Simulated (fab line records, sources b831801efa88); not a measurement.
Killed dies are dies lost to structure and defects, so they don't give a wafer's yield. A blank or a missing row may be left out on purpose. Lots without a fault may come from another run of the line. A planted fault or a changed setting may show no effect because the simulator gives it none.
Problem report in the 8D (eight disciplines) form, filled by code | flow sky130 | the parts of the form that need people (team, actions taken, sign-off) are left out

1. THE PROBLEM
spin_speed_rpm at SKY_METAL3_COAT_07 reads a mean of 2108.3 rpm on 6 wafers of 2 lots; wafers without a fault read 3000.1 rpm with a standard deviation of 1.9. That is -99 or more standard deviations from the usual mean.
The step: resist thk 60 nm.
First seen on wafer L305.1, day 42 01:47, on litho_track-02. The record holds 33 wafers of 11 lots with a number at this step. Rule for "out", or "out of limits": more than 4 standard deviations from the usual mean. The other wafers with a number count as sound.

2. WHAT IT IS AND WHAT IT IS NOT
question                    | is                     | is not
which readings at this step | spin_speed_rpm         | -
which lots                  | L305, L307             | L297, L300, L301, L302, L306, L313, L314, L316, L319
which wafers of those lots  | all that have a number | -
read on which tools         | litho_track-02         | litho_track-01, litho_track-03
when                        | from day 42 01:47      | up to then (15 sound wafers); but 12 sound wafers of L313, L314, L316, L319 came after

3. SUSPECTS, AND WHAT RULES EACH OUT
Counting: a tool at a process step up to the reading stays a suspect if it ran every lot that is out and no sound lot after the first of them.
- pvd_sputter-03 at SKY_METAL3_SPUTTER_02 (material AlCu, target thk 735 nm, time 39.1 s): ruled out as a lasting fault. Sound lots L314, L316, L319 ran on it after its first lot that is out, L305 (day 40 14:55).
- litho_track-02 at SKY_METAL3_COAT_07 (resist thk 60 nm): kept. It ran every lot that is out, first L305 (day 42 01:47), and no sound lot after that; its last sound lot up to then is L300 (day 39 05:53). Its own readings are out on those wafers: spin_speed_rpm.
Left after counting: litho_track-02 at SKY_METAL3_COAT_07.

4. THE CAUSE (what the simulator had put in)
Process parameter drift: litho_track-02, from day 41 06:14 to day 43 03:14, at SKY_METAL3_COAT_07. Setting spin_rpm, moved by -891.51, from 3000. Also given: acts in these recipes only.
Counting left only this tool.

5. THE CHAIN OF EFFECTS, in route order
Each row: a reading whose mean over the struck wafers that have a number lies more than 3 standard deviations from the usual. Only readings for which the record gives a usual standard deviation are gone through. hours: the time from each lot's start at the first step in this table that gives one to its start at this step, as a median over the lots. sigmas: the change in usual standard deviations.
hours | step               | reading        | usual      | on struck wafers | change | sigmas
0     | SKY_METAL3_COAT_07 | spin_speed_rpm | 3000.1 rpm | 2108.3           | -891.8 | -99 or more
13    | SKY_METAL3_ETCH_16 | oes_product_au | 0.625 a.u. | 0.676            | +0.051 | +12
The process steps in it:
- SKY_METAL3_COAT_07: resist thk 60 nm.
- SKY_METAL3_ETCH_16: etches BARC in N2/H2, stops on SiO2, time 88.2 s, target depth 60 nm.
Later measuring or inspecting steps at which every struck wafer that the step has a row for has a number for every such reading, and none has moved that far: SKY_METAL3_OVL_MEAS_14.

6. WHAT WOULD HAVE CAUGHT IT SOONER
In this record the first reading out of limits was taken at day 42 01:47, 20 hours after the fault began at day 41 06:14.
